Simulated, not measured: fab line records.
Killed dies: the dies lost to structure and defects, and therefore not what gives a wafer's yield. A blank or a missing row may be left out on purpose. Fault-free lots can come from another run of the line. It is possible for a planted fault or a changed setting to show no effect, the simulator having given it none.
Comparing a struck lot with a sound one | flow sky130 | 17 steps out of a route of 708
Sound: the wafers L893.1, L893.3, L893.4. Struck: wafers L901.3, L901.4, L901.6. Last of all comes the cause.
For every step that has rows: the tool of each side, followed by ch and its chambers, followed by its first start. Under that, the readings that differ: sound wafers | struck wafers | difference of the means | sigmas: that difference in standard deviations of wafers without a fault.
alike: a reading whose means differ by less than 2 such deviations, as well as words and numbers matching on both sides. not compared: withheld readings; readings where some wafer has no value; bounds like >300 that might hide an equal value; numbers whose values overlap and for which the record gives no deviation.
The two part at a step that has a row with sigmas, a row that says differs or no value, or rows on one side only. Numbers that don't overlap but have no deviation are shown without sigmas and don't part them. A reading missing from all wafers of one side parts the sides only when that side holds two or more wafers.

first, 1 step without rows for these wafers: SKY_VT_ADJUST_LVTN_IMPLANT_19.
SKY_VT_ADJUST_LVTN_STRIP_20: strips in O2/N2.
  sound on plasmaAsher-04 ch 0,1, day 8 07:08; struck on plasmaAsher-01 ch 0,1, day 10 08:32
  alike: drypumpMotorCurrentA, n2FlowSccm, o2FlowSccm, oesProductAu, stripTimeToEndpointS
  not compared: rfHoursCounterH
SKY_VT_ADJUST_LVTN_TW_MEAS_21:
  sound on filmMetro-01, day 8 07:14; struck on filmMetro-01, day 10 08:37
  alike: VT_ADJUST_LVTN_2_TW
then, 7 steps without rows for these wafers: SKY_VT_ADJUST_NCORE_DEHYDRATE_00 (time 60 s); SKY_VT_ADJUST_NCORE_HMDS_01 (prime time 60 s); SKY_VT_ADJUST_NCORE_COAT_02 (resist thk 1140 nm); SKY_VT_ADJUST_NCORE_SOFTBAKE_03 (time 60 s); SKY_VT_ADJUST_NCORE_EXPOSE_04 (exposes mask LVTN COMPLEMENT THIN, target cd 380 nm); SKY_VT_ADJUST_NCORE_PEB_05; SKY_VT_ADJUST_NCORE_DEVELOP_06 (develop time 60 s).
SKY_VT_ADJUST_NCORE_CD_MEAS_07 targets a cd of 380 nm.
  sound on cdSem-01, day 9 03:14; struck on cdSem-02, day 11 07:59
  alike: cdNm
SKY_VT_ADJUST_NCORE_OVL_MEAS_08:
  sound on overlay-01, day 9 03:22; struck on overlay-01, day 11 08:05
reading                  | sound       | struck        | difference | sigmas
VT_ADJUST_NCORE_OVL (nm) | 1.3 3.9 4.8 | 0.0 -0.8 -0.9 | -3.9       | -2
SKY_VT_ADJUST_NCORE_IMPLANT_09:
  sound on implanter-03 ch 0, day 9 03:24; struck on implanter-04 ch 0, day 11 08:28
  alike: beamEnergyKeV
SKY_VT_ADJUST_NCORE_STRIP_10: strips in O2/N2.
  sound on plasmaAsher-04 ch 0,1, day 9 03:33; struck on plasmaAsher-03 ch 0,1, day 11 08:36
  alike: drypumpMotorCurrentA, n2FlowSccm, o2FlowSccm, oesProductAu, stripTimeToEndpointS
  not compared: rfHoursCounterH
SKY_VT_ADJUST_NCORE_TW_MEAS_11:
  sound on filmMetro-03, day 9 03:39; struck on filmMetro-03, day 11 08:41
reading            | sound             | struck            | difference | sigmas
VT_ADJUST_NCORE_TW | 221.2 221.7 220.0 | 268.9 269.1 268.2 | +47.8      | +37
then, 1 step without rows for these wafers: SKY_VT_ADJUST_HVTR_DEHYDRATE_00 (time 60 s).
SKY_PAD_OPEN_PROBE_99:
  the record holds rows for the sound wafers here (prober-01, day 46 09:41) but none for the struck ones

WHERE THEY PART
Last at SKY_PAD_OPEN_PROBE_99 as far as this record goes, first at SKY_VT_ADJUST_NCORE_OVL_MEAS_08.

WHY: the cause the simulator had injected
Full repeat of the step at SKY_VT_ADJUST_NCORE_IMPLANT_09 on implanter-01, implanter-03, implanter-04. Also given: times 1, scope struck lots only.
